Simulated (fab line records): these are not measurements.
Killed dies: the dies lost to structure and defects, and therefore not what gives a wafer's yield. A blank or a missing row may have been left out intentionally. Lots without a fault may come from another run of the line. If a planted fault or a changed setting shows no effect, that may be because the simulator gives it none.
The tool behind it: which one?    flow gf180mcu    13 lots with 39 wafers sampled at 6 steps, on a route of 602 steps

## WHAT EACH GAUGE READ, for each wafer
GF_STI_THK_MEAS_04.
lot   measured     on            STI_CVD_03_THK (nm)
L658  day 1 14:34  filmMetro-01  207.6 207.4 209.7
L659  day 1 18:34  filmMetro-01  208.9 208.4 208.8
L662  day 2 10:17  filmMetro-01  205.4 206.4 206.7
L663  day 2 16:11  filmMetro-01  204.4 206.0 205.3
L664  day 2 19:34  filmMetro-03  207.9 205.4 206.7
L666  day 3 05:37  filmMetro-01  208.3 209.3 208.8
L669  day 3 21:25  filmMetro-01  208.6 208.1 208.8
L675  day 5 02:34  filmMetro-03  205.1 205.5 207.4
L676  day 5 08:34  filmMetro-01  205.8 205.6 206.3
L677  day 5 12:57  filmMetro-01  208.4 207.3 210.3
L679  day 5 22:34  filmMetro-01  204.1 205.0 205.0
L680  day 6 03:35  filmMetro-01  208.1 205.9 207.7
L681  day 6 08:34  filmMetro-02  208.2 208.2 209.0

GF_STI_THK_MEAS_24.
lot   measured     on            STI_CVD_23_THK (nm)
L658  day 2 03:55  filmMetro-03  639 649 642
L659  day 2 09:10  filmMetro-02  650 656 651
L662  day 3 00:55  filmMetro-02  645 643 643
L663  day 3 06:26  filmMetro-03  641 650 658
L664  day 3 10:11  filmMetro-03  647 655 653
L666  day 3 20:41  filmMetro-03  653 653 642
L669  day 4 12:44  filmMetro-02  649 647 661
L675  day 5 19:05  filmMetro-03  654 652 646
L676  day 5 23:49  filmMetro-02  661 653 650
L677  day 6 05:27  filmMetro-02  641 647 641
L679  day 6 14:58  filmMetro-02  650 649 645
L680  day 6 20:52  filmMetro-01  650 660 650
L681  day 7 01:52  filmMetro-03  649 638 645

GF_LVPWELL_OVL_MEAS_07.
lot   measured     on          LVPWELL_OVL (nm)
L658  day 3 19:56  overlay-02  1.0 1.5 -1.2
L659  day 4 03:02  overlay-01  0.1 -0.2 -1.1
L662  day 4 18:53  overlay-02  0.2 2.3 1.4
L663  day 5 00:40  overlay-02  1.8 0.7 2.1
L664  day 5 07:43  overlay-02  -1.8 -0.4 2.0
L666  day 5 17:11  overlay-01  1.6 0.9 -0.5
L669  day 6 11:32  overlay-02  - - -
L675  day 7 20:08  overlay-02  1.3 0.7 0.3
L676  day 8 02:23  overlay-01  0.2 -0.2 2.0
L677  day 8 07:46  overlay-01  -1.0 -1.8 -1.0
L679  day 8 17:46  overlay-01  0.8 1.4 -0.2
L680  day 9 00:11  overlay-01  -0.2 -2.6 -1.5
L681  day 9 06:37  overlay-01  -0.8 -1.4 0.8

GF_LVPWELL_TW_MEAS_11.
lot   measured     on            LVPWELL_TW
L658  day 3 20:22  filmMetro-04  561 561 561
L659  day 4 03:28  filmMetro-02  571 571 568
L662  day 4 19:20  filmMetro-04  562 564 562
L663  day 5 01:06  filmMetro-04  560 559 561
L664  day 5 08:10  filmMetro-04  564 565 565
L666  day 5 17:37  filmMetro-04  565 565 564
L669  day 6 11:58  filmMetro-01  30 30 30 30 30 30
L675  day 7 20:34  filmMetro-01  556 558 557
L676  day 8 02:49  filmMetro-04  558 558 557
L677  day 8 08:16  filmMetro-04  559 562 557
L679  day 8 18:12  filmMetro-01  555 557 558
L680  day 9 00:37  filmMetro-01  555 559 559
L681  day 9 07:04  filmMetro-01  558 555 557

GF_POLY_GATE_OVL_MEAS_11.
lot   measured      on          POLY_GATE_OVL (nm)
L658  day 9 01:15   overlay-02  6 -8 0
L659  day 9 12:11   overlay-02  1 -2 5
L662  day 10 08:18  overlay-01  -6 -8 0
L663  day 10 16:33  overlay-02  1 6 7
L664  day 10 22:50  overlay-02  -2 3 -1
L666  day 11 13:15  overlay-01  -7 1 1
L675  day 14 05:14  overlay-01  0 8 6
L676  day 14 13:44  overlay-01  4 8 7
L677  day 14 18:35  overlay-02  9 7 9
L679  day 15 07:45  overlay-01  4 -3 -5
L680  day 15 20:06  overlay-01  0 5 1
L681  day 16 03:47  overlay-01  -11 0 -14

## WHICH TOOL RAN EACH LOT (tool, then ch and the chambers of the sampled wafers, then the start)
lot   GF_LVPWELL_EXPOSE_04
L658  ilineStepper-02 ch 0, day 3 13:58
L659  ilineStepper-02 ch 0, day 3 19:59
L662  ilineStepper-02 ch 0, day 4 11:59
L663  ilineStepper-02 ch 0, day 4 17:53
L664  ilineStepper-02 ch 0, day 5 00:20
L666  ilineStepper-01 ch 0, day 5 10:20
L669  ilineStepper-02 ch 0, day 6 04:25
L675  ilineStepper-02 ch 0, day 7 12:17
L676  ilineStepper-02 ch 0, day 7 18:23
L677  ilineStepper-02 ch 0, day 8 00:08
L679  ilineStepper-02 ch 0, day 8 09:44
L680  ilineStepper-02 ch 0, day 8 15:49
L681  ilineStepper-01 ch 0, day 8 22:55
- GF_LVPWELL_EXPOSE_04: exposes mask LVPWELL, target cd 600 nm.

## WHAT THE TOOLS THEMSELVES READ (means of the sampled wafers that have a number; where no wafer has one, the mark that the record gives instead)
The record holds no such reading with a usual standard deviation.

## THE ANSWER, worked out from the rows above alone
Rule: what is usual is taken from the lots themselves. The widest of any qualifying gaps counts: lots, ordered by their means at a reading, are off when they make up no more than a third of the lots, leave a main group of 4 or more, and stand apart from it by 3 or more times the standard deviation of that group's means. If all means in a main group match to the digits the tables above print for the reading, that group is not used. A lot without any number at a reading at which 4 lots or more have one is off too. The other lots that the step has rows for count as sound. After the gauges, taken in route order, come the tools' own readings; for these a lot's mean is taken, as printed above. The first step at which some lot is off is used, and at that step the reading that is off furthest; a lot without a number counts as furthest.
Off: L669, at GF_LVPWELL_OVL_MEAS_07 (LVPWELL_OVL). Without a number there: L669. The main group: mean 0.2 nm, standard deviation 0.9.
A tool fits if, at a process step before that reading, it ran every lot that is off, and no sound lot after the first of them. The gauges at GF_LVPWELL_OVL_MEAS_07 aren't tried: what is off there is off at GF_LVPWELL_TW_MEAS_11 too, on other tools, and a gauge's error can't cause that. No candidate that was tried fits.

## WHAT WAS PUT IN BY THE SIMULATOR
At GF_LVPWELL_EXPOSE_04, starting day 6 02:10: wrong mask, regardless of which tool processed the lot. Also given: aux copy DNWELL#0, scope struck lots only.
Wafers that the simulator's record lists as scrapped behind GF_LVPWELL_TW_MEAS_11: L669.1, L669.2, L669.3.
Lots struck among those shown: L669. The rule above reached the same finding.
